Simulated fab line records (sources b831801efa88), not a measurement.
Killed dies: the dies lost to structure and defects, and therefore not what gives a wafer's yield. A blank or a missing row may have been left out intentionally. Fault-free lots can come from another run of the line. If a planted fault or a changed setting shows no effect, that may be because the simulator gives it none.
One fault seen from 2 desks    flow sfqLine    what lay behind the numbers comes last; until then each desk has only its own

## DESK OF THE TOOL OWNER: pecvd-03
The tool's own readings at SFQ_TRILAYER_I2_DEP_PECVD_063 (deposits SiO2 from SiH4/N2O, time 111.11 s, target thk 500 nm): means of the sampled wafers that have a number, for each lot that ran on this tool. If a lot's mean is further than 4 standard deviations from the usual mean, the lot is out of limits and carries the mark OUT (the distance appears in the brackets).
Columns: A = heaterPowerW at SFQ_TRILAYER_I2_DEP_PECVD_063, usual 82 W; B = rfFwdPowerW at SFQ_TRILAYER_I2_DEP_PECVD_063, usual 182.4 W; C = throttleValvePct at SFQ_TRILAYER_I2_DEP_PECVD_063, usual 24.3 %
lot   first seen here  A   B                C
L999  day 40 15:28     70  212.0 (+55) OUT  23.7
L100  day 40 19:59     70  211.7 (+54) OUT  23.9
L110  day 44 08:10     84  182.8            24.2
This desk finds L100, L999 out of limits, L999 being first, at day 40 15:28 (rfFwdPowerW at SFQ_TRILAYER_I2_DEP_PECVD_063). Within limits: L110.

## FROM THE METROLOGY DESK
Means of the sampled wafers that have a number, per lot and without regard to the tool the lot ran on: this is what the gauges read. If a lot's mean is further than 4 standard deviations from the usual mean, the lot is out of limits and carries the mark OUT (the distance appears in the brackets).
Columns: A = M2_OVL at SFQ_M2_OVL_MEAS_916, usual 1 nm
lot   first seen here  A
L992  day 37 11:17     -5
L999  day 40 14:11     -3
L100  day 40 18:59     3
L108  day 43 07:15     3
L110  day 44 07:10     -5
L114  day 46 01:04     10
This desk's finding: nothing out of limits on any of the 6 lots.

## ALL TOGETHER
An alarm could have come from the tool owner's desk at day 40 15:28, on L100, L999.
Nothing out of limits was seen by the metrology desk.
The metrology desk has L100, L999 on record, within its limits.
Every lot named ran SFQ_TRILAYER_I2_DEP_PECVD_063 on pecvd-03.

## WHAT THE SIMULATOR HAD PUT IN
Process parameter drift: pecvd-03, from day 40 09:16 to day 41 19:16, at SFQ_TRILAYER_I2_DEP_PECVD_063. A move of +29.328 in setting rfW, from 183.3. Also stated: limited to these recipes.
Shown lots that were struck: L100, L999.
Delay in hours, fault start to first out-of-limits reading, by desk: the tool owner's desk at 6.
